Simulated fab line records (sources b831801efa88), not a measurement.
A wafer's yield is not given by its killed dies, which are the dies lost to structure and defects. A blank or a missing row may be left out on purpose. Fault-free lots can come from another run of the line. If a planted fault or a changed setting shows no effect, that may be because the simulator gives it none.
Which tool was responsible? + flow sky130 + Sampling: 14 lots, 42 wafers, 5 of 708 route steps

## WHAT EACH GAUGE READ, for each wafer
SKY_SONOS_TUNNEL_CD_MEAS_07: the cd target is 410 nm. Usual: cd_nm at 409.5 nm, with a standard deviation of 2.2.
| lot  | measured     | on        | cd_nm (nm)        | flag |
|------|--------------|-----------|-------------------|------|
| L815 | day 12 00:26 | cd_sem-01 | 411.6 411.6 409.7 |      |
| L816 | day 12 04:32 | cd_sem-01 | 410.7 410.8 412.4 |      |
| L817 | day 12 10:50 | cd_sem-02 | 409.9 409.1 407.2 |      |
| L818 | day 12 16:36 | cd_sem-01 | 406.0 407.3 406.2 |      |
| L820 | day 13 08:59 | cd_sem-02 | 407.0 409.5 409.1 |      |
| L823 | day 14 07:04 | cd_sem-02 | 414.2 414.1 414.2 |      |
| L830 | day 16 10:46 | cd_sem-01 | 406.1 406.0 405.6 |      |
| L831 | day 16 20:47 | cd_sem-02 | 409.9 412.0 412.3 |      |
| L832 | day 17 02:37 | cd_sem-02 | 408.9 409.4 408.8 |      |
| L833 | day 17 09:25 | cd_sem-02 | 409.2 412.1 410.2 |      |
| L834 | day 17 19:14 | cd_sem-02 | 407.4 406.8 409.1 |      |
| L835 | day 18 03:00 | cd_sem-01 | 410.2 409.8 409.6 |      |
| L836 | day 18 15:49 | cd_sem-01 | 408.3 409.0 406.3 |      |
| L837 | day 19 00:27 | cd_sem-01 | 408.4 410.0 408.7 |      |

SKY_POLY_GATE_THK_MEAS_01. Usual: POLY_GATE_CVD_00_THK typically reads 179.7 nm, with standard deviation 1.9.
| lot  | measured     | on            | POLY_GATE_CVD_00_THK (nm) | flag |
|------|--------------|---------------|---------------------------|------|
| L815 | day 15 09:52 | film_metro-03 | 180.7 180.4 179.7         |      |
| L816 | day 15 09:53 | film_metro-01 | 179.0 178.9 180.1         |      |
| L817 | day 15 15:37 | film_metro-03 | 183.1 182.1 183.1         |      |
| L818 | day 15 15:37 | film_metro-01 | 182.6 183.1 182.4         |      |
| L820 | day 16 08:26 | film_metro-01 | 182.7 182.1 182.4         |      |
| L823 | day 17 02:44 | film_metro-01 | 177.1 178.5 178.2         |      |
| L830 | day 19 15:53 | film_metro-04 | 179.4 178.8 177.6         |      |
| L831 | day 20 02:21 | film_metro-03 | 179.1 179.7 179.1         |      |
| L832 | day 20 01:08 | film_metro-04 | 179.5 180.1 178.7         |      |
| L833 | day 20 11:01 | film_metro-04 | 182.0 180.7 182.3         |      |
| L834 | day 20 23:52 | film_metro-03 | 180.4 181.8 182.0         |      |
| L835 | day 21 11:13 | film_metro-01 | 181.6 181.3 179.7         |      |
| L836 | day 21 19:07 | film_metro-04 | 177.5 177.9 177.5         |      |
| L837 | day 22 02:28 | film_metro-03 | 179.4 179.8 177.9         |      |

SKY_LDD_N_OVL_MEAS_07. Usual: LDD_N_OVL typically reads 0.4 nm, with standard deviation 1.4.
| lot  | measured     | on         | LDD_N_OVL (nm) | flag |
|------|--------------|------------|----------------|------|
| L815 | day 19 06:22 | overlay-01 | 0.8 1.8 2.9    |      |
| L816 | day 19 06:05 | overlay-02 | -1.0 0.0 -1.8  |      |
| L817 | day 19 15:16 | overlay-02 | -0.5 1.6 0.5   |      |
| L818 | day 19 14:41 | overlay-01 | 1.3 -1.0 1.9   |      |
| L820 | day 20 05:26 | overlay-01 | 0.0 0.1 0.6    |      |
| L823 | day 21 01:07 | overlay-02 | 1.1 1.6 0.7    |      |
| L830 | day 23 13:53 | overlay-01 | -1.0 0.0 0.1   |      |
| L831 | day 24 01:34 | overlay-02 | 0.2 -0.4 -0.4  |      |
| L832 | day 23 23:32 | overlay-02 | -3.2 1.7 -0.6  |      |
| L833 | day 24 07:22 | overlay-02 | 2.4 2.6 3.3    |      |
| L834 | day 25 14:20 | overlay-02 | 1.9 1.4 0.1    |      |
| L835 | day 25 14:02 | overlay-01 | -0.2 -2.0 -1.4 |      |
| L836 | day 25 15:29 | overlay-01 | 1.4 -1.5 1.5   |      |
| L837 | day 25 23:23 | overlay-01 | 1.3 2.0 1.1    |      |

## WHAT TOOL EACH LOT RAN ON (gives the tool, then ch and the chambers of the sampled wafers, and finally the start)
| lot  | SKY_POLY_GATE_ETCH_16              | SKY_POLY_GATE_STRIP_18               |
|------|------------------------------------|--------------------------------------|
| L815 | rie_diel-01 ch 0,1,3, day 17 19:16 | plasma_asher-02 ch 0,1, day 17 19:25 |
| L816 | rie_diel-04 ch 1,2,3, day 17 18:55 | plasma_asher-04 ch 0,1, day 17 19:04 |
| L817 | rie_diel-01 ch 0,2,3, day 18 00:52 | plasma_asher-03 ch 0,1, day 18 01:01 |
| L818 | rie_diel-02 ch 0,1,3, day 18 03:19 | plasma_asher-04 ch 0,1, day 18 03:28 |
| L820 | rie_diel-01 ch 1,2, day 18 19:34   | plasma_asher-03 ch 0,1, day 18 19:43 |
| L823 | rie_diel-01 ch 1,2,3, day 19 16:30 | plasma_asher-04 ch 0,1, day 19 16:44 |
| L830 | rie_diel-01 ch 0,3, day 22 07:25   | plasma_asher-04 ch 0,1, day 22 07:34 |
| L831 | rie_diel-02 ch 0,2, day 22 17:55   | plasma_asher-04 ch 0,1, day 22 18:04 |
| L832 | rie_diel-01 ch 0,2,3, day 22 16:13 | plasma_asher-02 ch 0,1, day 22 16:22 |
| L833 | rie_diel-04 ch 1,2, day 23 00:25   | plasma_asher-03 ch 0,1, day 23 00:34 |
| L834 | rie_diel-01 ch 0,2,3, day 24 05:58 | plasma_asher-03 ch 0, day 24 06:07   |
| L835 | rie_diel-04 ch 0,1,3, day 24 06:16 | plasma_asher-04 ch 0,1, day 24 06:26 |
| L836 | rie_diel-02 ch 1,2,3, day 24 07:57 | plasma_asher-04 ch 0,1, day 24 08:08 |
| L837 | rie_diel-04 ch 0,1, day 24 15:46   | plasma_asher-03 ch 0,1, day 24 15:55 |
- SKY_POLY_GATE_ETCH_16: etches Si3N4 in CH3F/O2, stops on poly-Si, time 147.5 s, target depth 75 nm.
- SKY_POLY_GATE_STRIP_18: strips in O2/N2.

## AS READ BY THE TOOLS THEMSELVES (means over the sampled wafers that have a number; for cases with no such wafer, the mark the record gives instead)
SKY_POLY_GATE_ETCH_16. Usual: O2_flow_sccm 30.01 sccm, standard deviation 0.093; bias_w 79.96 W, standard deviation 0.22; chamber_pressure_mTorr 24.998 mTorr, standard deviation 0.024; drypump_motor_current_A 5.9 A, standard deviation 0.4; oes_product_au 0.640 a.u., standard deviation 0.0053; throttle_valve_pct 10.535 %, standard deviation 0.0091.
| lot  | tool        | O2_flow_sccm (sccm) | bias_w (W) | chamber_pressure_mTorr (mTorr) | drypump_motor_current_A (A) | oes_product_au (a.u.) | throttle_valve_pct (%) | flag |
|------|-------------|---------------------|------------|--------------------------------|-----------------------------|-----------------------|------------------------|------|
| L815 | rie_diel-01 | 30.03               | 79.75      | 24.995                         | 5.9                         | 0.646                 | 10.534                 |      |
| L816 | rie_diel-04 | 29.92               | 79.94      | 24.988                         | 5.8                         | 0.638                 | 10.539                 |      |
| L817 | rie_diel-01 | 30.14               | 79.92      | 24.984                         | 6.0                         | 0.638                 | 10.538                 |      |
| L818 | rie_diel-02 | 29.95               | 80.04      | 24.996                         | 6.4                         | 0.640                 | 10.543                 |      |
| L820 | rie_diel-01 | -                   | -          | -                              | -                           | -                     | -                      | OFF  |
| L823 | rie_diel-01 | -                   | -          | -                              | -                           | -                     | -                      | OFF  |
| L830 | rie_diel-01 | 30.00               | 80.01      | 24.975                         | 6.0                         | 0.642                 | 10.540                 |      |
| L831 | rie_diel-02 | 30.09               | 79.84      | 25.034                         | 5.7                         | 0.641                 | 10.537                 |      |
| L832 | rie_diel-01 | 30.14               | 79.80      | 24.994                         | 5.9                         | 0.640                 | 10.536                 |      |
| L833 | rie_diel-04 | 30.02               | 80.17      | 24.983                         | 6.1                         | 0.637                 | 10.527                 |      |
| L834 | rie_diel-01 | 30.07               | 79.88      | 24.998                         | 6.0                         | 0.637                 | 10.534                 |      |
| L835 | rie_diel-04 | 29.99               | 79.96      | 24.993                         | 5.6                         | 0.639                 | 10.529                 |      |
| L836 | rie_diel-02 | 29.95               | 79.77      | 25.024                         | 6.0                         | 0.641                 | 10.539                 |      |
| L837 | rie_diel-04 | 30.04               | 80.11      | 25.009                         | 5.7                         | 0.636                 | 10.525                 |      |

SKY_POLY_GATE_STRIP_18. Usual: chamber_pressure_mTorr 1499.9 mTorr, standard deviation 1.4; drypump_motor_current_A 5.7 A, standard deviation 0.34; oes_product_au 0.361 a.u., standard deviation 0.0045; strip_time_to_endpoint_s 3.17 s, standard deviation 0.036.
| lot  | tool            | chamber_pressure_mTorr (mTorr) | drypump_motor_current_A (A) | oes_product_au (a.u.) | strip_time_to_endpoint_s (s) | flag |
|------|-----------------|--------------------------------|-----------------------------|-----------------------|------------------------------|------|
| L815 | plasma_asher-02 | 1499.5                         | 5.9                         | 0.359                 | 3.18                         |      |
| L816 | plasma_asher-04 | 1498.8                         | 5.7                         | 0.360                 | 3.17                         |      |
| L817 | plasma_asher-03 | 1500.3                         | 5.5                         | 0.364                 | 3.18                         |      |
| L818 | plasma_asher-04 | 1500.3                         | 5.7                         | 0.359                 | 3.17                         |      |
| L820 | plasma_asher-03 | 1500.9                         | 5.8                         | 0.410                 | 4.32                         | OFF  |
| L823 | plasma_asher-04 | 1502.5                         | 5.7                         | 0.411                 | 4.32                         | OFF  |
| L830 | plasma_asher-04 | 1500.9                         | 5.7                         | 0.363                 | 3.20                         |      |
| L831 | plasma_asher-04 | 1499.8                         | 5.9                         | 0.361                 | 3.18                         |      |
| L832 | plasma_asher-02 | 1499.0                         | 5.6                         | 0.359                 | 3.21                         |      |
| L833 | plasma_asher-03 | 1500.1                         | 5.8                         | 0.359                 | 3.16                         |      |
| L834 | plasma_asher-03 | 1499.6                         | 6.0                         | 0.360                 | 3.17                         |      |
| L835 | plasma_asher-04 | 1500.4                         | 5.9                         | 0.359                 | 3.16                         |      |
| L836 | plasma_asher-04 | 1498.3                         | 5.7                         | 0.365                 | 3.19                         |      |
| L837 | plasma_asher-03 | 1500.2                         | 5.5                         | 0.359                 | 3.17                         |      |

## THE ANSWER, worked out from the rows above alone
Rule: lot off if the mean of its wafers having a number is beyond 3 standard deviations from the usual mean. A lot without any number at a reading at which 4 lots or more have one is off too. The other lots that the step has rows for count as sound. First the gauges in route order, then the tools' own readings, where a lot's mean is used as printed above. At the first step where some lot is off, the reading lying furthest off is the one used; lots without a number count as furthest.
Off: L820, L823, at SKY_POLY_GATE_ETCH_16 (O2_flow_sccm). Without a number there: L820, L823.
A tool fits if, at that step or a process step before it, it ran every lot that is off, and no sound lot after the first of them. No candidate that was tried fits.

## WHAT THE SIMULATOR HAD INSERTED
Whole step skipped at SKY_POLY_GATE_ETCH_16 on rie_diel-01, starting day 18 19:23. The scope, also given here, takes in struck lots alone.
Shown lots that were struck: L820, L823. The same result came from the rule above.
